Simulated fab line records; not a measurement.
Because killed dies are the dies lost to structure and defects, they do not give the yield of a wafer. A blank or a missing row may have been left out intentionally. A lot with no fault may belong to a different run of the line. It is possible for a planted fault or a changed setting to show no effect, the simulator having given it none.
fab line records + flow sky130
[record]
- lots = 11
- wafers = 33
- last_day = 50
route steps=708 shown CONTACT@422 METAL1@439 VIA1@459 PAD_OPEN@708
lots with no fault: from the same line, run without faults
start_h: the number of hours between the record's first day and the start of the first shown wafer of the lot + wait_h: hours from the lot's prior step to this one + " the same as in the row above + L1.1+2: a single row standing in for several wafers + - no value, or no start was given + * or withheld: withheld + < > ~ a bound
route shown NAME@n: NAME is a module with steps in the file, n the number in the route of the first one + usual: mean and standard deviation over wafers with no fault + same: alike in all rows + chamber/n: place in a boat + sites: readings site by site + _std_site: the values' standard deviation + _edge_site: the outer-site mean with the inner-site mean subtracted + radius_mm: for every site, how far away it sits from the centre of the wafer + mask NAME#n: copy n + behind: the tool/chamber that last shaped the wafer + hold: what put the lot on hold/how long, in hours/how the hold closed + device: whichever transistor did not switch (one of n, p or np) + end of line: tests run on the same wafers once the route is complete + a step given without rows: its recipe and nothing more + killed: not the wafer's yield, but the dies lost to structure and defects at the first sort + map: dies across one wafer; x = killed, . = not, _ = none there
set.NAME: the setting that was run; set.NAME@STEP: the one run at that earlier step + model.NAME: the simulator's own value behind a step, which no gauge read
route steps across a sampled set of lots; one table per step, one row per wafer
services: from which hour (start_h, from the record's first day; less than 0 if before it) a tool's chamber was out of use, for how many hours, and why
[[steps]]
[step SKY_CONTACT_ETCH_16]
[recipe]
- chemistry = N2/H2
- target = BARC
- ion_energy_ev = 200
- source_w = 500
- bias_w = 100
- pressure_mtorr = 30
- n2_flow_sccm = 100
- h2_flow_sccm = 200
- stop_on = SiO2
- time_s = 45.9
- target_depth_a = 600
[usual]
- drypump_motor_current_A = 5.6/0.42
- oes_product_au = 0.854/0.0043
- throttle_valve_pct = 13.225/0.0087
| lot.wafer | tool        | chamber | start_h | wait_h | drypump_motor_current_A | oes_product_au | rf_hours_counter_h | throttle_valve_pct |
|-----------|-------------|---------|---------|--------|-------------------------|----------------|--------------------|--------------------|
| L510.3    | rie_diel-03 | 2       | 732.33  | 0.0    | 5.1                     | 0.853          | 4                  | 13.217             |
| L510.5    | "           | 1       | "       | "      | 5.5                     | 0.854          | -                  | 13.233             |
| L510.6    | "           | 0       | "       | "      | 6.0                     | 0.851          | -                  | 13.236             |
| L512.2    | rie_diel-02 | 2       | 748.68  | 0.0    | 5.5                     | 0.856          | 7                  | 13.226             |
| L512.3    | "           | 0       | "       | "      | 5.1                     | 0.864          | 17                 | 13.225             |
| L512.5    | "           | 3       | "       | "      | 5.9                     | 0.854          | -                  | 13.225             |
| L513.1    | rie_diel-01 | 2       | 760.27  | 0.0    | 6.1                     | 0.857          | 18                 | 13.221             |
| L513.4    | "           | 0       | "       | "      | 4.8                     | 0.851          | 19                 | 13.216             |
| L513.5    | "           | 2       | "       | "      | 6.1                     | 0.850          | -                  | 13.222             |
| L514.1    | rie_diel-01 | 1       | 762.76  | 0.0    | 5.3                     | 0.854          | 18                 | 13.209             |
| L514.2    | "           | 3       | "       | "      | 5.6                     | 0.852          | 18                 | 13.231             |
| L514.5    | "           | 0       | "       | "      | 4.8                     | 0.851          | -                  | 13.233             |
| L516.2    | rie_diel-03 | 2       | 792.48  | 0.0    | 5.1                     | 0.850          | 6                  | 13.231             |
| L516.3    | "           | 3       | "       | "      | 6.0                     | 0.849          | 13                 | 13.210             |
| L516.6    | "           | 1       | "       | "      | 5.5                     | 0.854          | -                  | 13.231             |
| L521.1    | rie_diel-01 | 2       | 845.02  | 0.0    | 6.1                     | 0.857          | 22                 | 13.233             |
| L521.2    | "           | 1       | "       | "      | 5.3                     | 0.849          | 20                 | 13.233             |
| L521.3    | "           | 3       | "       | "      | 5.6                     | 0.846          | 21                 | 13.236             |
| L526.1    | rie_diel-03 | 3       | 857.81  | 0.0    | 5.9                     | 0.851          | 15                 | 13.240             |
| L526.2    | "           | 1       | "       | "      | 5.5                     | 0.858          | 11                 | 13.217             |
| L526.5    | "           | 3       | "       | "      | 5.9                     | 0.852          | -                  | 13.229             |
| L528.2    | rie_diel-03 | 1       | 875.62  | 0.0    | 5.4                     | 0.850          | 11                 | 13.228             |
| L528.5    | "           | 1       | "       | "      | 5.5                     | 0.857          | -                  | 13.225             |
| L528.6    | "           | 0       | "       | "      | 6.0                     | 0.860          | -                  | 13.227             |
| L532.3    | rie_diel-01 | 3       | 907.31  | 0.0    | 5.6                     | 0.858          | 23                 | 13.212             |
| L532.4    | "           | 1       | "       | "      | 5.3                     | 0.850          | 22                 | 13.226             |
| L532.5    | "           | 2       | "       | "      | 6.1                     | 0.852          | -                  | 13.239             |
| L531.3    | rie_diel-02 | 1       | 907.68  | 0.0    | 6.4                     | 0.850          | 3                  | 13.228             |
| L531.4    | "           | 0       | "       | "      | 5.2                     | 0.851          | 21                 | 13.222             |
| L531.5    | "           | 3       | "       | "      | 5.9                     | 0.848          | -                  | 13.233             |
| L533.2    | rie_diel-03 | 1       | 910.31  | 0.0    | 5.5                     | 0.858          | 13                 | 13.220             |
| L533.3    | "           | 2       | "       | "      | 5.1                     | 0.857          | 10                 | 13.212             |
| L533.4    | "           | 1       | "       | "      | 5.5                     | 0.852          | -                  | 13.223             |
[step SKY_CONTACT_CVD_24]
[recipe]
- material = W
- target_thk_nm = 340
- time_s = 102.12
- temp_c = 400
- pressure_torr = 40
[usual]
- heater_power_w = 859/90
| lot.wafer | tool     | chamber | start_h | wait_h | heater_power_w |
|-----------|----------|---------|---------|--------|----------------|
| L510.3    | cvd_w-01 | 1       | 733.17  | 0.1    | 944            |
| L510.5    | "        | 0       | "       | "      | 899            |
| L510.6    | "        | 1       | "       | "      | 939            |
| L512.2    | cvd_w-02 | 0       | 749.46  | 0.0    | 755            |
| L512.3    | "        | 0       | "       | "      | 742            |
| L512.5    | "        | 1       | "       | "      | 780            |
| L513.1    | cvd_w-01 | 0       | 761.05  | 0.0    | 921            |
| L513.4    | "        | 0       | "       | "      | 921            |
| L513.5    | "        | 0       | "       | "      | 940            |
| L514.1    | cvd_w-01 | 0       | 763.54  | 0.0    | 909            |
| L514.2    | "        | 1       | "       | "      | 988            |
| L514.5    | "        | 0       | "       | "      | 915            |
| L516.2    | cvd_w-02 | 0       | 793.26  | 0.0    | 767            |
| L516.3    | "        | 1       | "       | "      | 807            |
| L516.6    | "        | 1       | "       | "      | 792            |
| L521.1    | cvd_w-02 | 1       | 845.80  | 0.0    | 790            |
| L521.2    | "        | 0       | "       | "      | 762            |
| L521.3    | "        | 1       | "       | "      | 796            |
| L526.1    | cvd_w-01 | 0       | 858.62  | 0.0    | 930            |
| L526.2    | "        | 1       | "       | "      | 975            |
| L526.5    | "        | 1       | "       | "      | 943            |
| L528.2    | cvd_w-02 | 1       | 876.41  | 0.0    | 791            |
| L528.5    | "        | 0       | "       | "      | 766            |
| L528.6    | "        | 1       | "       | "      | 804            |
| L532.3    | cvd_w-02 | 0       | 908.20  | 0.1    | 760            |
| L532.4    | "        | 1       | "       | "      | 791            |
| L532.5    | "        | 0       | "       | "      | 767            |
| L531.3    | cvd_w-02 | 0       | 908.50  | 0.1    | 760            |
| L531.4    | "        | 1       | "       | "      | 800            |
| L531.5    | "        | 1       | "       | "      | 781            |
| L533.2    | cvd_w-02 | 1       | 911.09  | 0.0    | 761            |
| L533.3    | "        | 0       | "       | "      | 772            |
| L533.4    | "        | 1       | "       | "      | 797            |
[step SKY_CONTACT_RS_MEAS_25]
[recipe]
- thk_meas_gauge = four-point-probe
- reads = W_of_CONTACT_CVD_24+TiN_of_CONTACT_SPUTTER_23
[usual]
- CONTACT_W_RS = 0.340/0.0038
| lot.wafer | tool          | chamber | start_h | wait_h | CONTACT_W_RS[ohm/sq] |
|-----------|---------------|---------|---------|--------|----------------------|
| L510.3    | film_metro-01 | -       | 733.28  | 0.1    | 0.338                |
| L510.5    | "             | -       | "       | "      | 0.329                |
| L510.6    | "             | -       | "       | "      | 0.335                |
| L512.2    | film_metro-01 | -       | 749.59  | 0.1    | 0.341                |
| L512.3    | "             | -       | "       | "      | 0.339                |
| L512.5    | "             | -       | "       | "      | 0.342                |
| L513.1    | film_metro-03 | -       | 761.16  | 0.1    | 0.338                |
| L513.4    | "             | -       | "       | "      | 0.340                |
| L513.5    | "             | -       | "       | "      | 0.337                |
| L514.1    | film_metro-01 | -       | 763.65  | 0.1    | 0.339                |
| L514.2    | "             | -       | "       | "      | 0.342                |
| L514.5    | "             | -       | "       | "      | 0.336                |
| L516.2    | film_metro-01 | -       | 793.39  | 0.1    | 0.338                |
| L516.3    | "             | -       | "       | "      | 0.338                |
| L516.6    | "             | -       | "       | "      | 0.338                |
| L521.1    | film_metro-02 | -       | 845.91  | 0.1    | 0.345                |
| L521.2    | "             | -       | "       | "      | 0.345                |
| L521.3    | "             | -       | "       | "      | 0.346                |
| L526.1    | film_metro-02 | -       | 858.73  | 0.1    | 0.345                |
| L526.2    | "             | -       | "       | "      | 0.248                |
| L526.5    | "             | -       | "       | "      | 0.250                |
| L528.2    | film_metro-01 | -       | 876.54  | 0.1    | 0.342                |
| L528.5    | "             | -       | "       | "      | 0.349                |
| L528.6    | "             | -       | "       | "      | 0.342                |
| L532.3    | film_metro-02 | -       | 908.31  | 0.1    | 0.338                |
| L532.4    | "             | -       | "       | "      | 0.332                |
| L532.5    | "             | -       | "       | "      | 0.341                |
| L531.3    | film_metro-03 | -       | 908.61  | 0.1    | 0.336                |
| L531.4    | "             | -       | "       | "      | 0.331                |
| L531.5    | "             | -       | "       | "      | 0.334                |
| L533.2    | film_metro-03 | -       | 911.22  | 0.1    | 0.331                |
| L533.3    | "             | -       | "       | "      | 0.336                |
| L533.4    | "             | -       | "       | "      | 0.331                |
[step SKY_CONTACT_THK_MEAS_26]
[recipe]
- thk_meas_gauge = xrf
- reads = W_of_CONTACT_CVD_24
[usual]
- CONTACT_W_THK = 345/7.1
| lot.wafer | tool          | chamber | start_h | wait_h | CONTACT_W_THK[nm] |
|-----------|---------------|---------|---------|--------|-------------------|
| L510.3    | film_metro-01 | -       | 733.38  | 0.1    | 346               |
| L510.5    | "             | -       | "       | "      | 356               |
| L510.6    | "             | -       | "       | "      | 350               |
| L512.2    | film_metro-01 | -       | 749.70  | 0.1    | 341               |
| L512.3    | "             | -       | "       | "      | 341               |
| L512.5    | "             | -       | "       | "      | 338               |
| L513.1    | film_metro-03 | -       | 761.28  | 0.1    | 349               |
| L513.4    | "             | -       | "       | "      | 350               |
| L513.5    | "             | -       | "       | "      | 352               |
| L514.1    | film_metro-01 | -       | 763.77  | 0.1    | 342               |
| L514.2    | "             | -       | "       | "      | 339               |
| L514.5    | "             | -       | "       | "      | 343               |
| L516.2    | film_metro-01 | -       | 793.50  | 0.1    | 346               |
| L516.3    | "             | -       | "       | "      | 344               |
| L516.6    | "             | -       | "       | "      | 346               |
| L521.1    | film_metro-02 | -       | 846.03  | 0.1    | 333               |
| L521.2    | "             | -       | "       | "      | 335               |
| L521.3    | "             | -       | "       | "      | 330               |
| L526.1    | film_metro-02 | -       | 858.85  | 0.1    | 333               |
| L526.2    | "             | -       | "       | "      | 464               |
| L526.5    | "             | -       | "       | "      | 458               |
| L528.2    | film_metro-01 | -       | 876.65  | 0.1    | 342               |
| L528.5    | "             | -       | "       | "      | 339               |
| L528.6    | "             | -       | "       | "      | 344               |
| L532.3    | film_metro-02 | -       | 908.41  | 0.1    | 343               |
| L532.4    | "             | -       | "       | "      | 348               |
| L532.5    | "             | -       | "       | "      | 341               |
| L531.3    | film_metro-03 | -       | 908.71  | 0.1    | 358               |
| L531.4    | "             | -       | "       | "      | 363               |
| L531.5    | "             | -       | "       | "      | 357               |
| L533.2    | film_metro-03 | -       | 911.33  | 0.1    | 362               |
| L533.3    | "             | -       | "       | "      | 356               |
| L533.4    | "             | -       | "       | "      | 362               |
[step SKY_CONTACT_CMP_27]
[recipe]
- stop_on = SiO2
- t_overpolish_s = 15
- down_force_psi = 3.5
- platen_rpm = 60
- target_thk_nm = 0
- pad_velocity_m_s = 0.94248
[usual]
- motor_current_A = 11.6/0.58
- time_to_endpoint_s = 81/3.6
| lot.wafer | tool   | chamber | start_h | wait_h | motor_current_A | time_to_endpoint_s |
|-----------|--------|---------|---------|--------|-----------------|--------------------|
| L510.3    | cmp-02 | 2       | 733.47  | 0.1    | 11.6            | 81                 |
| L510.6    | "      | 1       | "       | "      | 11.4            | 77                 |
| L510.5    | "      | 2       | "       | "      | 11.1            | 83                 |
| L512.2    | cmp-01 | 3       | 749.75  | 0.0    | 12.1            | 77                 |
| L512.3    | "      | 1       | "       | "      | 11.0            | 87                 |
| L512.5    | "      | 3       | "       | "      | 12.8            | 77                 |
| L513.4    | cmp-01 | 0       | 761.39  | 0.1    | 11.3            | 83                 |
| L513.1    | "      | 1       | "       | "      | 12.0            | 86                 |
| L513.5    | "      | 3       | "       | "      | 12.4            | 79                 |
| L514.1    | cmp-02 | 1       | 763.83  | 0.1    | 11.4            | 80                 |
| L514.2    | "      | 0       | "       | "      | 11.3            | 76                 |
| L514.5    | "      | 1       | "       | "      | 10.7            | 78                 |
| L516.2    | cmp-01 | 3       | 793.55  | 0.0    | 12.0            | 79                 |
| L516.3    | "      | 2       | "       | "      | 11.8            | 83                 |
| L516.6    | "      | 0       | "       | "      | 10.6            | 85                 |
| L521.1    | cmp-01 | 1       | 846.14  | 0.1    | 12.1            | 83                 |
| L521.3    | "      | 2       | "       | "      | 12.8            | 77                 |
| L521.2    | "      | 3       | "       | "      | 12.1            | 77                 |
| L526.1    | cmp-02 | 0       | 858.91  | 0.1    | 10.9            | 77                 |
| L526.2    | "      | 1       | "       | "      | 11.1            | 108                |
| L526.5    | "      | 0       | "       | "      | 11.0            | 106                |
| L528.2    | cmp-02 | 0       | 876.75  | 0.1    | 10.8            | 81                 |
| L528.6    | "      | 3       | "       | "      | 12.4            | 79                 |
| L528.5    | "      | 0       | "       | "      | 10.5            | 80                 |
| L532.4    | cmp-01 | 3       | 908.50  | 0.1    | 12.2            | 79                 |
| L532.3    | "      | 0       | "       | "      | 11.8            | 82                 |
| L532.5    | "      | 2       | "       | "      | 11.9            | 78                 |
| L531.4    | cmp-01 | 0       | 908.80  | 0.1    | 11.7            | 84                 |
| L531.3    | "      | 1       | "       | "      | 11.8            | 85                 |
| L531.5    | "      | 0       | "       | "      | 11.0            | 84                 |
| L533.2    | cmp-01 | 1       | 911.43  | 0.1    | 11.0            | 88                 |
| L533.3    | "      | 2       | "       | "      | 12.2            | 81                 |
| L533.4    | "      | 3       | "       | "      | 12.3            | 80                 |
[step SKY_METAL1_RS_MEAS_05]
[recipe]
- thk_meas_gauge = four-point-probe
- reads = TiN_of_METAL1_SPUTTER_04+Ti_of_METAL1_SPUTTER_03+AlCu_of_METAL1_SPUTTER_02+TiN_of_METAL1_SPUTTER_01+Ti_of_METAL1_SPUTTER_00
[usual]
- METAL1_ALCU_RS = 0.1269/0.0012
| lot.wafer | tool          | chamber | start_h | wait_h | METAL1_ALCU_RS[ohm/sq] |
|-----------|---------------|---------|---------|--------|------------------------|
| L510.3    | film_metro-03 | -       | 733.90  | 0.1    | 0.1295                 |
| L510.5    | "             | -       | "       | "      | 0.1288                 |
| L510.6    | "             | -       | "       | "      | 0.1274                 |
| L512.2    | film_metro-01 | -       | 750.21  | 0.0    | 0.1260                 |
| L512.3    | "             | -       | "       | "      | 0.1270                 |
| L512.5    | "             | -       | "       | "      | 0.1292                 |
| L513.1    | film_metro-04 | -       | 761.78  | 0.0    | 0.1268                 |
| L513.4    | "             | -       | "       | "      | 0.1262                 |
| L513.5    | "             | -       | "       | "      | 0.1268                 |
| L514.1    | film_metro-01 | -       | 764.27  | 0.0    | 0.1253                 |
| L514.2    | "             | -       | "       | "      | 0.1261                 |
| L514.5    | "             | -       | "       | "      | 0.1269                 |
| L516.2    | film_metro-03 | -       | 794.01  | 0.0    | 0.1266                 |
| L516.3    | "             | -       | "       | "      | 0.1247                 |
| L516.6    | "             | -       | "       | "      | 0.1253                 |
| L521.1    | film_metro-01 | -       | 846.53  | 0.0    | 0.1253                 |
| L521.2    | "             | -       | "       | "      | 0.1267                 |
| L521.3    | "             | -       | "       | "      | 0.1282                 |
| L526.1    | film_metro-01 | -       | 859.35  | 0.0    | 0.1266                 |
| L526.2    | "             | -       | "       | "      | 0.1268                 |
| L526.5    | "             | -       | "       | "      | 0.1280                 |
| L528.2    | film_metro-03 | -       | 877.16  | 0.0    | 0.1259                 |
| L528.5    | "             | -       | "       | "      | 0.1248                 |
| L528.6    | "             | -       | "       | "      | 0.1253                 |
| L532.3    | film_metro-04 | -       | 908.93  | 0.1    | 0.1288                 |
| L532.4    | "             | -       | "       | "      | 0.1260                 |
| L532.5    | "             | -       | "       | "      | 0.1278                 |
| L531.3    | film_metro-03 | -       | 909.23  | 0.1    | 0.1272                 |
| L531.4    | "             | -       | "       | "      | 0.1262                 |
| L531.5    | "             | -       | "       | "      | 0.1271                 |
| L533.2    | film_metro-04 | -       | 911.85  | 0.0    | 0.1269                 |
| L533.3    | "             | -       | "       | "      | 0.1265                 |
| L533.4    | "             | -       | "       | "      | 0.1276                 |
[step SKY_VIA1_THK_MEAS_01]
[recipe]
- reads = SiO2_of_VIA1_HDPCVD_00
[usual]
- VIA1_HDPCVD_THK = 1034/9.3
| lot.wafer | tool          | chamber | start_h | wait_h | VIA1_HDPCVD_THK[nm] |
|-----------|---------------|---------|---------|--------|---------------------|
| L510.3    | film_metro-02 | -       | 762.00  | 0.1    | 1025                |
| L510.5    | "             | -       | "       | "      | 1040                |
| L510.6    | "             | -       | "       | "      | 1028                |
| L512.2    | film_metro-02 | -       | 777.61  | 0.1    | 1034                |
| L512.3    | "             | -       | "       | "      | 1026                |
| L512.5    | "             | -       | "       | "      | 1042                |
| L513.1    | film_metro-02 | -       | 789.60  | 0.1    | 1044                |
| L513.4    | "             | -       | "       | "      | 1029                |
| L513.5    | "             | -       | "       | "      | 1031                |
| L514.1    | film_metro-03 | -       | 792.39  | 0.1    | 1052                |
| L514.2    | "             | -       | "       | "      | 1044                |
| L514.5    | "             | -       | "       | "      | 1045                |
| L516.2    | film_metro-03 | -       | 821.76  | 0.1    | 1039                |
| L516.3    | "             | -       | "       | "      | 1022                |
| L516.6    | "             | -       | "       | "      | 1031                |
| L521.1    | film_metro-02 | -       | 873.24  | 0.1    | 1042                |
| L521.2    | "             | -       | "       | "      | 1026                |
| L521.3    | "             | -       | "       | "      | 1036                |
| L526.1    | film_metro-04 | -       | 886.21  | 0.1    | 1036                |
| L526.2    | "             | -       | "       | "      | 1043                |
| L526.5    | "             | -       | "       | "      | 1041                |
| L528.2    | film_metro-04 | -       | 903.33  | 0.1    | 1023                |
| L528.5    | "             | -       | "       | "      | 1030                |
| L528.6    | "             | -       | "       | "      | 1016                |
| L532.3    | film_metro-03 | -       | 934.89  | 0.1    | 1045                |
| L532.4    | "             | -       | "       | "      | 1025                |
| L532.5    | "             | -       | "       | "      | 1029                |
| L531.3    | film_metro-03 | -       | 935.13  | 0.1    | 1036                |
| L531.4    | "             | -       | "       | "      | 1043                |
| L531.5    | "             | -       | "       | "      | 1045                |
| L533.2    | film_metro-03 | -       | 937.73  | 0.1    | 1030                |
| L533.3    | "             | -       | "       | "      | 1034                |
| L533.4    | "             | -       | "       | "      | 1029                |
[step SKY_PAD_OPEN_PROBE_99]
[usual]
- killed_at_M0_to_M3 = 43/7
- killed_at_M4_up = 3.3/1.8
- killed_at_contacts = 24/6.2
- killed_at_front_end = 16/4.7
- killed_at_other = 0.4/0.58
- killed_dies = 87/10
- killed_on_rim = 16/3.7
- killed_open = 47/6.4
- killed_short = 39/7
[same]
- gross_dies = 492
- killed_at_back_side = 0
| lot.wafer | tool      | chamber | start_h | wait_h | killed_at_M0_to_M3 | killed_at_M4_up | killed_at_contacts | killed_at_front_end | killed_at_other | killed_dies | killed_on_rim | killed_open | killed_short |
|-----------|-----------|---------|---------|--------|--------------------|-----------------|--------------------|---------------------|-----------------|-------------|---------------|-------------|--------------|
| L513.1    | prober-02 | -       | 1091.21 | 0.1    | 44                 | 4               | 43                 | 13                  | 0               | 104         | 25            | 56          | 48           |
| L513.4    | prober-02 | -       | 1091.36 | 0.2    | 34                 | 6               | 28                 | 15                  | 0               | 83          | 14            | 49          | 34           |
| L513.5    | prober-02 | -       | 1091.41 | 0.2    | 37                 | 7               | 33                 | 15                  | 0               | 92          | 13            | 45          | 47           |
| L528.2    | prober-02 | -       | 1179.70 | 0.1    | 49                 | 2               | 31                 | 16                  | 1               | 99          | 20            | 57          | 41           |
| L528.5    | prober-02 | -       | 1179.85 | 0.2    | 45                 | 3               | 30                 | 10                  | 1               | 89          | 18            | 48          | 41           |
| L528.6    | prober-02 | -       | 1179.90 | 0.2    | 49                 | 2               | 30                 | 13                  | 0               | 94          | 20            | 45          | 49           |
// killed by level:class
L513.1 LI_CONTACT:geometric_particle:open=17 VIA1:geometric_particle:open=13 METAL2:geometric_particle:short=10 CONTACT:geometric_particle:open=10 LOCAL_INTERCONNECT:geometric_particle:short=6 CONTACT:geometric_particle:short=6 METAL3:geometric_particle:short=5 FIELD_ISO:geometric_particle:open=4
L513.4 CONTACT:geometric_particle:open=13 LI_CONTACT:geometric_particle:open=11 VIA1:geometric_particle:open=7 POLY_GATE:geometric_particle:short=6 VIA2:geometric_particle:open=6 VIA1:geometric_particle:short=5 METAL4:geometric_particle:short=5 FIELD_ISO:geometric_particle:open=4
L513.5 CONTACT:geometric_particle:open=12 VIA1:geometric_particle:open=9 VIA1:geometric_particle:short=7 METAL4:geometric_particle:short=7 LI_CONTACT:geometric_particle:open=6 METAL1:geometric_particle:short=5 LI_CONTACT:geometric_particle:short=5 LOCAL_INTERCONNECT:geometric_particle:short=5
L528.2 VIA1:geometric_particle:open=14 VIA2:geometric_particle:open=9 POLY_GATE:geometric_particle:open=7 LI_CONTACT:geometric_particle:open=7 LOCAL_INTERCONNECT:geometric_particle:short=7 CONTACT:geometric_particle:open=7 CONTACT:geometric_particle:short=7 VIA1:geometric_particle:short=6
L528.5 VIA1:geometric_particle:open=13 CONTACT:geometric_particle:open=8 LOCAL_INTERCONNECT:geometric_particle:short=7 LI_CONTACT:geometric_particle:open=7 VIA3:geometric_particle:open=7 VIA1:geometric_particle:short=7 CONTACT:geometric_particle:short=6 METAL2:geometric_particle:short=4
L528.6 CONTACT:geometric_particle:short=10 VIA2:geometric_particle:open=8 VIA1:geometric_particle:open=7 CONTACT:geometric_particle:open=7 VIA1:geometric_particle:short=7 POLY_GATE:geometric_particle:open=6 LI_CONTACT:geometric_particle:open=6 METAL1:geometric_particle:short=6
[[services]]
| tool        | chamber | start_h | hours | kind   |
|-------------|---------|---------|-------|--------|
| cmp-02      | -       | 710.48  | 2.5   | repair |
| rie_diel-02 | 1       | 712.67  | 2.9   | repair |
| cmp-01      | -       | 712.71  | 0.7   | repair |
| cmp-02      | -       | 723.91  | 0.3   | repair |
| cmp-02      | -       | 728.31  | 3.6   | pm     |
| rie_diel-02 | 1       | 736.36  | 16.2  | repair |
| rie_diel-02 | 3       | 738.56  | 7.5   | repair |
| rie_diel-03 | 1       | 742.12  | 7.5   | repair |
| cmp-02      | -       | 747.22  | 4.0   | pm     |
| cmp-02      | -       | 752.79  | 2.1   | repair |
| rie_diel-03 | 3       | 769.88  | 3.0   | repair |
| cmp-02      | -       | 790.23  | 0.8   | repair |
| cvd_w-01    | -       | 792.58  | 4.3   | pm     |
| rie_diel-03 | 1       | 803.07  | 5.4   | repair |
| cmp-01      | -       | 854.48  | 3.1   | repair |
| rie_diel-02 | 0       | 855.87  | 4.3   | repair |
| rie_diel-01 | -       | 857.77  | 0.6   | repair |
| rie_diel-02 | 1       | 857.86  | 3.7   | repair |
| cmp-01      | -       | 858.35  | 5.7   | pm     |
| rie_diel-01 | -       | 865.98  | 2.8   | pm     |
| cvd_w-01    | -       | 882.83  | 14.6  | pm     |
| cmp-02      | -       | 889.81  | 1.9   | repair |
| rie_diel-03 | 0       | 899.35  | 15.1  | repair |
| cvd_w-01    | -       | 904.00  | 14.0  | pm     |
[[key]]
[first_sign]
- step = SKY_CONTACT_RS_MEAS_25
- reading = CONTACT_W_RS
- direction = down
- sigmas = 24
- usual = 0.340
- struck = 0.249
[effect]
- step = SKY_CONTACT_THK_MEAS_26
- reading = CONTACT_W_THK
- direction = up
- sigmas = 16
- usual = 345
- struck = 461
[effect]
- step = SKY_CONTACT_CMP_27
- reading = time_to_endpoint_s
- direction = up
- sigmas = 7.1
- usual = *
- struck = *
met_at SKY_CONTACT_CVD_24
struck_lots L526
struck_wafers L526.2,L526.5
tester_left_out L526
not_acting_at SKY_CONTACT_ETCH_16,SKY_METAL1_RS_MEAS_05,SKY_VIA1_THK_MEAS_01
onset_between 763.54 858.62
[fault]
- kind = process_parameter_drift
- tool = cvd_w-01
- chamber = 1
- onset_h = 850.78
- steps = SKY_CONTACT_CVD_24
- channel = target_thk_nm
- offset = 124.76
- shape = step
- end_h = 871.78
- acts_in = these_recipes_only
- stated = 340
// tester_left_out: of these lots the tester's yield and bins aren't shown, on N5 and GAA mostly nor the transistor test; their killed dies are dies lost to structure and defects alone, not to doping, threshold or leakage, so they don't give the yield
